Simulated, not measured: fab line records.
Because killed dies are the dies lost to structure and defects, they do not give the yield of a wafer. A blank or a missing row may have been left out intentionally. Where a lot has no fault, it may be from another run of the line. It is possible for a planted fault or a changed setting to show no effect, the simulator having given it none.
What tool caused it? | flow sky130 | Sampling: 15 lots, 45 wafers, 5 of 708 route steps

WHAT THE GAUGES SHOWED, per wafer
SKY_NWELL_RS_MEAS_31: uses a four-point probe to measure.
lot  | measured     | on            | PWDE_RS (ohm/sq)
L277 | day 5 10:51  | film_metro-01 | 5286 5288 5290
L278 | day 5 16:57  | film_metro-03 | 5274 5253 5271
L279 | day 5 23:50  | film_metro-03 | 5303 5301 5290
L281 | day 6 17:25  | film_metro-01 | 5293 5292 5263
L283 | day 6 21:12  | film_metro-03 | 5287 5285 5292
L284 | day 7 05:55  | film_metro-01 | 5259 5267 5232
L286 | day 7 16:17  | film_metro-03 | 5266 5259 5255
L287 | day 7 20:10  | film_metro-04 | 5269 5281 5257
L289 | day 8 10:13  | film_metro-04 | 5296 5295 5302
L290 | day 8 22:20  | film_metro-03 | 5268 5289 5251
L291 | day 9 02:17  | film_metro-04 | 5271 5276 5286
L292 | day 9 07:28  | film_metro-03 | 5264 5262 5272
L295 | day 9 23:02  | film_metro-01 | 5295 5284 5282
L299 | day 10 23:40 | film_metro-04 | 5282 5281 5262
L300 | day 11 06:54 | film_metro-04 | 5244 5239 5254

SKY_VT_ADJUST_HVTR_TW_MEAS_11.
lot  | measured     | on            | VT_ADJUST_HVTR_TW
L277 | day 9 17:04  | film_metro-04 | 207.0 207.2 205.3
L278 | day 9 23:39  | film_metro-01 | 213.1 212.8 213.5
L279 | day 10 07:12 | film_metro-04 | 207.1 207.7 206.2
L281 | day 11 02:07 | film_metro-04 | 206.3 206.3 206.3
L283 | day 11 08:02 | film_metro-04 | 207.5 207.0 207.3
L284 | day 11 16:02 | film_metro-01 | 213.1 214.3 214.8
L286 | day 12 05:17 | film_metro-03 | 211.2 211.1 211.0
L287 | day 12 09:05 | film_metro-04 | 207.9 206.7 206.0
L289 | day 13 02:36 | film_metro-01 | 212.7 212.5 211.6
L290 | day 13 15:43 | film_metro-01 | 211.6 212.0 211.8
L291 | day 13 22:22 | film_metro-01 | 213.1 211.9 211.7
L292 | day 14 02:13 | film_metro-04 | 205.8 207.2 207.7
L295 | day 14 23:08 | film_metro-04 | 206.8 206.4 206.9
L299 | day 16 08:04 | film_metro-04 | 208.0 207.0 207.3
L300 | day 16 19:00 | film_metro-01 | 213.8 212.3 211.8

SKY_GATE_OXIDE_THK_MEAS_02.
lot  | measured     | on            | GATE_OXIDE_OXIDATION_00_THK (nm)
L277 | day 12 20:07 | film_metro-04 | 10.79 10.68 10.61
L278 | day 13 05:02 | film_metro-03 | 10.54 10.47 10.45
L279 | day 13 13:02 | film_metro-01 | 10.10 10.19 10.34
L281 | day 14 13:10 | film_metro-01 | 10.30 10.32 10.34
L283 | day 14 17:31 | film_metro-01 | 10.34 10.25 10.14
L284 | day 15 05:04 | film_metro-04 | 10.70 10.42 10.70
L286 | day 15 20:56 | film_metro-03 | 10.51 10.51 10.50
L287 | day 16 01:41 | film_metro-03 | 10.21 10.33 10.34
L289 | day 16 16:44 | film_metro-03 | 10.40 10.52 10.49
L290 | day 17 11:28 | film_metro-04 | 8.49 8.40 8.40
L291 | day 17 18:08 | film_metro-04 | 8.00 8.00 7.97
L292 | day 17 22:19 | film_metro-04 | 8.41 8.50 8.53
L295 | day 18 21:53 | film_metro-04 | 10.02 10.35 10.26
L299 | day 20 09:19 | film_metro-01 | 10.05 10.20 10.09
L300 | day 20 21:17 | film_metro-04 | 10.17 10.24 10.11

EACH LOT AND THE TOOL THAT RAN IT (in order: tool; ch and the chambers of the sampled wafers; start)
lot  | SKY_FIELD_ISO_CMP_27         | SKY_GATE_OXIDE_OXIDATION_01
L277 | cmp-01 ch 0,2,3, day 2 09:52 | furnace-02 ch 0, day 12 18:42
L278 | cmp-01 ch 0,1,2, day 2 16:43 | furnace-01 ch 0, day 13 03:38
L279 | cmp-01 ch 0,2,3, day 2 21:35 | furnace-02 ch 0, day 13 11:38
L281 | cmp-01 ch 0,2,3, day 3 13:19 | furnace-01 ch 0, day 14 11:44
L283 | cmp-02 ch 0,3, day 3 16:58   | furnace-02 ch 0, day 14 16:06
L284 | cmp-01 ch 2,3, day 3 21:33   | furnace-02 ch 0, day 15 03:39
L286 | cmp-02 ch 0,2,3, day 4 08:23 | furnace-02 ch 0, day 15 19:31
L287 | cmp-01 ch 1,2,3, day 4 12:36 | furnace-01 ch 0, day 16 00:15
L289 | cmp-01 ch 0,1,3, day 4 23:58 | furnace-01 ch 0, day 16 15:19
L290 | cmp-02 ch 1,3, day 5 09:44   | furnace-01 ch 0, day 17 10:04
L291 | cmp-01 ch 0,2,3, day 5 13:37 | furnace-01 ch 0, day 17 16:44
L292 | cmp-01 ch 0,1, day 5 17:41   | furnace-01 ch 0, day 17 20:53
L295 | cmp-01 ch 0,1,3, day 6 09:01 | furnace-02 ch 0, day 18 20:27
L299 | cmp-02 ch 0,1,3, day 7 08:46 | furnace-02 ch 0, day 20 07:53
L300 | cmp-02 ch 2,3, day 7 14:16   | furnace-02 ch 0, day 20 19:53
- SKY_FIELD_ISO_CMP_27: polishes, stops on Si3N4, t overpolish 16 s, target thk 457.8 nm.
- SKY_GATE_OXIDE_OXIDATION_01: stabilise 600 s, purge 300 s, target thk 10.268 nm.

WHAT THE TOOLS THEMSELVES READ (means of the sampled wafers that have a number; where no wafer has one, the mark that the record gives instead)
SKY_FIELD_ISO_CMP_27.
lot  | tool   | motor_current_A (A) | overpolish_run_s (s) | slurry_flow_ml_min | time_to_endpoint_s (s)
L277 | cmp-01 | 12.8                | 16.004               | 150.0              | 106
L278 | cmp-01 | 12.6                | 15.990               | 150.1              | 112
L279 | cmp-01 | 12.6                | 16.005               | 150.4              | 101
L281 | cmp-01 | 13.3                | 15.991               | 150.0              | 105
L283 | cmp-02 | 12.1                | 16.008               | 150.3              | 106
L284 | cmp-01 | 12.2                | 15.997               | 150.0              | 114
L286 | cmp-02 | 11.7                | 15.997               | 150.0              | 109
L287 | cmp-01 | 12.6                | 16.009               | 149.9              | 114
L289 | cmp-01 | 13.5                | 16.006               | 150.3              | 108
L290 | cmp-02 | 12.5                | 15.997               | 149.6              | 121
L291 | cmp-01 | 12.9                | 16.004               | 149.8              | 107
L292 | cmp-01 | 13.8                | 15.997               | 150.1              | 109
L295 | cmp-01 | 13.3                | 16.005               | 149.7              | 110
L299 | cmp-02 | 12.9                | 16.000               | 150.2              | 103
L300 | cmp-02 | 11.9                | 16.003               | 150.6              | 108

SKY_GATE_OXIDE_OXIDATION_01.
lot  | tool       | spike_tc_bottom_C (C) | spike_tc_centre_C (C) | spike_tc_lower_C (C) | spike_tc_top_C (C) | spike_tc_upper_C (C) | tube_center_temp_C (C) | tube_center_temp_C_max | zone_power_lower_pct (%)
L277 | furnace-02 | 917.3                 | 900.3                 | 898.6                | 910.8              | 901.3                | 899.98                 | 902.4                  | 16.99
L278 | furnace-01 | 916.0                 | 903.1                 | 901.6                | 914.6              | 899.8                | 900.09                 | 902.4                  | 17.26
L279 | furnace-02 | 917.9                 | 900.8                 | 898.9                | 911.0              | 900.4                | 899.99                 | 902.3                  | 17.37
L281 | furnace-01 | 916.6                 | 902.4                 | 901.1                | 915.2              | 900.6                | 899.98                 | 902.8                  | 17.10
L283 | furnace-02 | 918.1                 | 899.9                 | 899.1                | 910.5              | 900.1                | 899.90                 | 902.1                  | 17.03
L284 | furnace-02 | 917.4                 | 901.5                 | 899.7                | 909.9              | 901.0                | 899.97                 | 902.4                  | 17.19
L286 | furnace-02 | 918.1                 | 899.7                 | 899.6                | 910.8              | 901.4                | 900.00                 | 902.2                  | 17.07
L287 | furnace-01 | 916.6                 | 902.6                 | 900.4                | 914.3              | 900.2                | 899.99                 | 902.3                  | 17.15
L289 | furnace-01 | 916.2                 | 901.2                 | 902.0                | 914.8              | 900.9                | 899.94                 | 902.0                  | 16.90
L290 | furnace-01 | 896.2                 | 881.0                 | 880.1                | 895.8              | 880.0                | 879.91                 | 882.8                  | 16.56
L291 | furnace-01 | 896.0                 | 881.8                 | 880.3                | 895.9              | 880.4                | 879.81                 | 881.8                  | 16.39
L292 | furnace-01 | 896.6                 | 882.2                 | 880.5                | 895.2              | 879.7                | 879.89                 | 882.1                  | 16.25
L295 | furnace-02 | 917.6                 | 899.8                 | 899.3                | 911.0              | 900.2                | 900.04                 | 902.6                  | 17.39
L299 | furnace-02 | 917.9                 | 899.7                 | 901.0                | 911.0              | 899.8                | 900.09                 | 902.9                  | 17.18
L300 | furnace-02 | 918.0                 | 899.7                 | 900.6                | 911.4              | 899.6                | 900.02                 | 902.4                  | 17.04

THE ANSWER, worked out from the rows above alone
Rule: the lots themselves supply what counts as usual. The widest of any qualifying gaps counts: lots, ordered by their means at a reading, are off when they make up no more than a third of the lots, leave a main group of 4 or more, and stand apart from it by 3 or more times the standard deviation of that group's means. Not used: any main group whose means are identical at the precision the tables above print for the reading. A lot without any number at a reading at which 4 lots or more have one is off too. Any other lot the step has rows for is counted as sound. After the gauges, taken in route order, come the tools' own readings; for these a lot's mean is taken, as printed above. At the first step where some lot is off, the reading lying furthest off is the one used; lots without a number count as furthest.
Off: at SKY_GATE_OXIDE_THK_MEAS_02 (GATE_OXIDE_OXIDATION_00_THK), L290, L291, L292. For the main group the mean is 10.36 nm and the standard deviation 0.18.
A tool fits if, at a process step before that reading, it ran every lot that is off, and no sound lot after the first of them. Not tried: the gauges at SKY_GATE_OXIDE_THK_MEAS_02; whatever is off there is also off at SKY_GATE_OXIDE_OXIDATION_01, on other tools, and gauge error can't account for it. One fits: furnace-01 at SKY_GATE_OXIDE_OXIDATION_01. A fault onset in the window from L289 (day 16 15:19, its last sound lot) to L290 (day 17 10:04, its first lot off) fits.
The tool's own readings at SKY_GATE_OXIDE_OXIDATION_01 bear it out: on the lots that are off they differ by more than 5 times the standard deviation of the sound lots' means. spike_tc_bottom_C reads 896.3 C there against 917.3 C on the sound lots; spike_tc_centre_C reads 881.7 C there against 900.9 C on the sound lots; spike_tc_lower_C reads 880.3 C there against 900.2 C on the sound lots; spike_tc_top_C reads 895.6 C there against 912.1 C on the sound lots; spike_tc_upper_C reads 880.0 C there against 900.4 C on the sound lots; tube_center_temp_C reads 879.87 C there against 900.00 C on the sound lots; tube_center_temp_C_max reads 882.2 there against 902.4 on the sound lots; zone_power_lower_pct reads 16.40 % there against 17.14 % on the sound lots.

WHAT THE SIMULATOR PUT IN
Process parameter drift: furnace-01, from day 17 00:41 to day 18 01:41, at SKY_GATE_OXIDE_OXIDATION_01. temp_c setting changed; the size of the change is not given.
Shown lots that were struck: L290, L291, L292. The rule above found the same.
